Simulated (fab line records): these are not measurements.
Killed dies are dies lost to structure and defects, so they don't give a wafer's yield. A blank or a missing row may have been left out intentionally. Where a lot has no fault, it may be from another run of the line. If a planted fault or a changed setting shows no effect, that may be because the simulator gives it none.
Which of the tools did it?	flow gf180mcu	6 lots, 18 wafers sampled, at 2 steps of a route of 602

## WHAT THE GAUGES READ, wafer by wafer
GF_VT_IMPLANT_OVL_MEAS_07.
lot	measured	on	VT_IMPLANT_OVL (nm)
L921	day 6 03:39	overlay-02	1.3 1.3 -1.0
L926	day 7 09:27	overlay-01	-1.5 -1.3 -1.5
L934	day 9 11:17	overlay-01	- - -
L937	day 10 04:23	overlay-01	-1.8 -0.8 -1.5
L940	day 10 23:29	overlay-01	-0.2 -1.6 -1.6
L942	day 11 13:17	overlay-02	1.3 1.4 1.3

## TOOL THAT RAN EACH LOT (tool first, then ch and the chambers of the sampled wafers, then the start)
lot	GF_VT_IMPLANT_EXPOSE_04
L921	ilineStepper-01 ch 0, day 5 21:00
L926	ilineStepper-01 ch 0, day 7 01:45
L934	ilineStepper-02 ch 0, day 9 03:15
L937	ilineStepper-02 ch 0, day 9 19:47
L940	ilineStepper-01 ch 0, day 10 14:18
L942	ilineStepper-01 ch 0, day 11 04:22
- GF_VT_IMPLANT_EXPOSE_04: exposes mask LVPWELL LV AREA, target cd 600 nm.

## THE ANSWER, worked out from the rows above alone
Rule: usual is defined by the lots themselves. Put in order of their means at a reading, lots are off if they are a third of the lots or fewer, leave a main group of 4 or more, and stand apart from it by a gap of 3 or more times the standard deviation of the main group's means; of several such gaps the widest counts. The tables above print the reading to a certain number of digits; a main group whose means all agree to those digits is not used. A lot without any number at a reading at which 4 lots or more have one is off too. All remaining lots with rows at the step are treated as sound.
Off: at GF_VT_IMPLANT_OVL_MEAS_07 (VT_IMPLANT_OVL), L934. Without a number there: L934. For the main group the mean is -0.4 nm and the standard deviation 1.1.
If a tool, at a process step before that reading, ran all the lots that are off and no sound lot after the first of them, it fits. Gauges at GF_VT_IMPLANT_OVL_MEAS_07: tried the same way as those tools. Not one of the candidates tried fits.

## WHAT THE SIMULATOR HAD INSERTED
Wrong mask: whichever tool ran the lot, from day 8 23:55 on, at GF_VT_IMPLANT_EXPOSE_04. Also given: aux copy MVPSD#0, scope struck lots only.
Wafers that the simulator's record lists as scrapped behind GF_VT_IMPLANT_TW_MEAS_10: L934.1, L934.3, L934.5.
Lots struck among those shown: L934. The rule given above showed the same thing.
